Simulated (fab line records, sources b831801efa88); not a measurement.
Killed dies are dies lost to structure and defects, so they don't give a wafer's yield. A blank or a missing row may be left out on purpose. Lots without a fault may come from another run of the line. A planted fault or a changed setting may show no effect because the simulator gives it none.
Which tool did it? | flow gf180mcu | 13 lots, 39 wafers sampled, at 6 steps of a route of 602

WHAT THE GAUGES READ, wafer by wafer
GF_HV_LDD_TW_MEAS_38.
lot  | measured     | on            | HV_LDD_3_TW
L427 | day 11 22:24 | film_metro-02 | 1445 1442 1449
L428 | day 12 05:34 | film_metro-04 | 1443 1454 1440
L429 | day 12 11:42 | film_metro-02 | 1434 1432 1443
L431 | day 13 05:56 | film_metro-01 | 1424 1431 1427
L434 | day 14 05:07 | film_metro-01 | 1426 1433 1429
L435 | day 14 10:37 | film_metro-04 | 1436 1437 1431
L436 | day 14 20:49 | film_metro-04 | 1435 1442 1433
L437 | day 15 03:00 | film_metro-01 | 1435 1437 1431
L441 | day 16 13:52 | film_metro-01 | 1444 1443 1437
L443 | day 17 07:40 | film_metro-01 | 1437 1438 1440
L444 | day 17 12:08 | film_metro-04 | 1444 1454 1445
L446 | day 18 04:49 | film_metro-04 | 1437 1442 1435
L449 | day 19 04:14 | film_metro-04 | 1450 1438 1440

GF_HV_LDD_THK_MEAS_55.
lot  | measured     | on            | HV_LDD_CVD_54_THK (nm)
L427 | day 12 19:38 | film_metro-04 | 9.73 9.81 9.94
L428 | day 13 02:33 | film_metro-02 | 9.98 10.08 9.93
L429 | day 13 09:26 | film_metro-01 | 10.14 10.11 10.11
L431 | day 14 04:47 | film_metro-02 | 10.04 10.06 10.06
L434 | day 15 03:35 | film_metro-01 | 10.17 10.07 10.07
L435 | day 15 09:20 | film_metro-01 | 9.74 9.94 10.02
L436 | day 15 19:59 | film_metro-01 | 9.98 10.09 10.11
L437 | day 16 02:20 | film_metro-01 | 10.16 10.17 10.09
L441 | day 17 14:35 | film_metro-01 | 9.71 9.81 9.90
L443 | day 18 09:07 | film_metro-04 | 9.90 9.94 9.89
L444 | day 18 13:24 | film_metro-04 | 9.99 9.95 10.03
L446 | day 19 05:53 | film_metro-01 | 10.02 9.92 10.04
L449 | day 20 06:25 | film_metro-02 | 9.93 10.07 10.16

GF_NSD_CD_MEAS_07: target cd 400 nm.
lot  | measured     | on        | cd_nm (nm)
L427 | day 13 17:04 | cd_sem-02 | 395.8 395.4 394.7
L428 | day 14 00:33 | cd_sem-01 | 398.3 401.3 400.7
L429 | day 14 07:25 | cd_sem-02 | 398.0 397.7 399.1
L431 | day 15 04:05 | cd_sem-02 | 402.7 400.0 402.9
L434 | day 16 02:39 | cd_sem-01 | 400.1 400.5 402.8
L435 | day 16 09:07 | cd_sem-02 | 399.3 398.2 397.2
L436 | day 16 19:40 | cd_sem-01 | 402.1 402.4 403.0
L437 | day 17 02:32 | cd_sem-01 | 400.9 399.4 400.3
L441 | day 18 15:40 | cd_sem-01 | 401.9 401.1 400.0
L443 | day 19 10:01 | cd_sem-01 | 398.4 397.8 397.0
L444 | day 19 14:32 | cd_sem-02 | 399.9 400.1 400.5
L446 | day 20 08:26 | cd_sem-02 | 395.7 394.6 395.0
L449 | day 21 08:10 | cd_sem-02 | 399.9 401.5 402.0

GF_SALICIDE_RS_MEAS_04: measures by four-point-probe.
lot  | measured     | on            | SALICIDE_TIN_RS (ohm/sq)
L427 | day 15 12:55 | film_metro-03 | 16.1 16.7 16.0
L428 | day 15 20:40 | film_metro-03 | 16.2 16.0 15.9
L429 | day 16 04:45 | film_metro-01 | 16.0 16.0 16.3
L431 | day 17 01:31 | film_metro-03 | 16.2 16.5 16.1
L434 | day 18 01:40 | film_metro-03 | 16.5 16.9 16.9
L435 | day 18 08:25 | film_metro-03 | 15.6 15.6 15.3
L436 | day 18 20:21 | film_metro-03 | 15.0 15.1 15.2
L437 | day 19 03:13 | film_metro-02 | 16.2 16.1 16.1
L441 | day 20 17:29 | film_metro-02 | 16.1 15.9 16.1
L443 | day 21 11:43 | film_metro-01 | 15.9 16.7 16.2
L444 | day 21 16:55 | film_metro-01 | 16.1 16.2 16.9
L446 | day 22 09:56 | film_metro-02 | 16.8 16.6 16.5
L449 | day 23 08:55 | film_metro-01 | 17.0 16.5 16.6

GF_SALICIDE_THK_MEAS_05: measures by xrf.
lot  | measured     | on            | SALICIDE_TIN_THK (nm)
L427 | day 15 13:02 | film_metro-03 | 20.15 20.38 20.17
L428 | day 15 20:47 | film_metro-03 | 19.89 19.91 19.96
L429 | day 16 04:52 | film_metro-01 | 20.18 20.02 19.73
L431 | day 17 01:38 | film_metro-03 | 19.69 19.90 19.98
L434 | day 18 01:46 | film_metro-03 | 19.87 19.86 19.85
L435 | day 18 08:32 | film_metro-03 | 23.09 23.21 23.01
L436 | day 18 20:28 | film_metro-03 | 23.34 23.31 23.25
L437 | day 19 03:20 | film_metro-02 | 19.79 19.93 19.72
L441 | day 20 17:36 | film_metro-02 | 19.84 19.99 20.08
L443 | day 21 11:49 | film_metro-01 | 19.62 20.13 19.83
L444 | day 21 17:01 | film_metro-01 | 20.13 20.05 20.29
L446 | day 22 10:02 | film_metro-02 | 20.08 20.04 19.78
L449 | day 23 09:02 | film_metro-01 | 19.93 19.63 19.61

WHICH TOOL RAN EACH LOT (tool, then ch and the chambers of the sampled wafers, then the start)
lot  | GF_SALICIDE_SPUTTER_03
L427 | pvd_sputter-02, day 15 12:53
L428 | pvd_sputter-02, day 15 20:38
L429 | pvd_sputter-01, day 16 04:44
L431 | pvd_sputter-02, day 17 01:29
L434 | pvd_sputter-02, day 18 01:36
L435 | pvd_sputter-02, day 18 08:23
L436 | pvd_sputter-02, day 18 20:19
L437 | pvd_sputter-01, day 19 03:12
L441 | pvd_sputter-01, day 20 17:05
L443 | pvd_sputter-02, day 21 11:40
L444 | pvd_sputter-02, day 21 16:50
L446 | pvd_sputter-04, day 22 09:53
L449 | pvd_sputter-02, day 23 08:53
- GF_SALICIDE_SPUTTER_03: material TiN, target thk 20 nm, time 16.7 s.

WHAT THE TOOLS THEMSELVES READ (means of the sampled wafers that have a number; where no wafer has one, the mark that the record gives instead)
GF_SALICIDE_SPUTTER_03.
lot  | tool           | cathode_dc_power_W (W) | throttle_valve_pct (%)
L427 | pvd_sputter-02 | 6500.1                 | 31.1
L428 | pvd_sputter-02 | 6499.5                 | 30.7
L429 | pvd_sputter-01 | 6499.0                 | 29.6
L431 | pvd_sputter-02 | 6500.0                 | 30.3
L434 | pvd_sputter-02 | 6499.9                 | 30.7
L435 | pvd_sputter-02 | 7574.9                 | 30.5
L436 | pvd_sputter-02 | 7575.3                 | 30.1
L437 | pvd_sputter-01 | 6499.4                 | 29.7
L441 | pvd_sputter-01 | 6500.4                 | 30.0
L443 | pvd_sputter-02 | 6500.0                 | 30.6
L444 | pvd_sputter-02 | 6501.0                 | 30.9
L446 | pvd_sputter-04 | 6500.2                 | 30.6
L449 | pvd_sputter-02 | 6499.5                 | 30.5

THE ANSWER, worked out from the rows above alone
Rule: what is usual is taken from the lots themselves. Put in order of their means at a reading, lots are off if they are a third of the lots or fewer, leave a main group of 4 or more, and stand apart from it by a gap of 3 or more times the standard deviation of the main group's means; of several such gaps the widest counts. A main group whose means are all the same, to the digits that the tables above print for the reading, isn't used. A lot without any number at a reading at which 4 lots or more have one is off too. The other lots that the step has rows for count as sound. The gauges are gone through in route order, then the tools' own readings, and for those a lot's mean is taken as printed above. The first step at which some lot is off is used, and at that step the reading that is off furthest; a lot without a number counts as furthest.
Off: L435, L436, at GF_SALICIDE_THK_MEAS_05 (SALICIDE_TIN_THK). The main group: mean 19.94 nm, standard deviation 0.14.
A tool fits if, at a process step before that reading, it ran every lot that is off, and no sound lot after the first of them. The gauges at GF_SALICIDE_THK_MEAS_05 aren't tried: what is off there is off at GF_SALICIDE_SPUTTER_03 too, on other tools, and a gauge's error can't cause that. None of those tried fits.

WHAT THE SIMULATOR HAD PUT IN
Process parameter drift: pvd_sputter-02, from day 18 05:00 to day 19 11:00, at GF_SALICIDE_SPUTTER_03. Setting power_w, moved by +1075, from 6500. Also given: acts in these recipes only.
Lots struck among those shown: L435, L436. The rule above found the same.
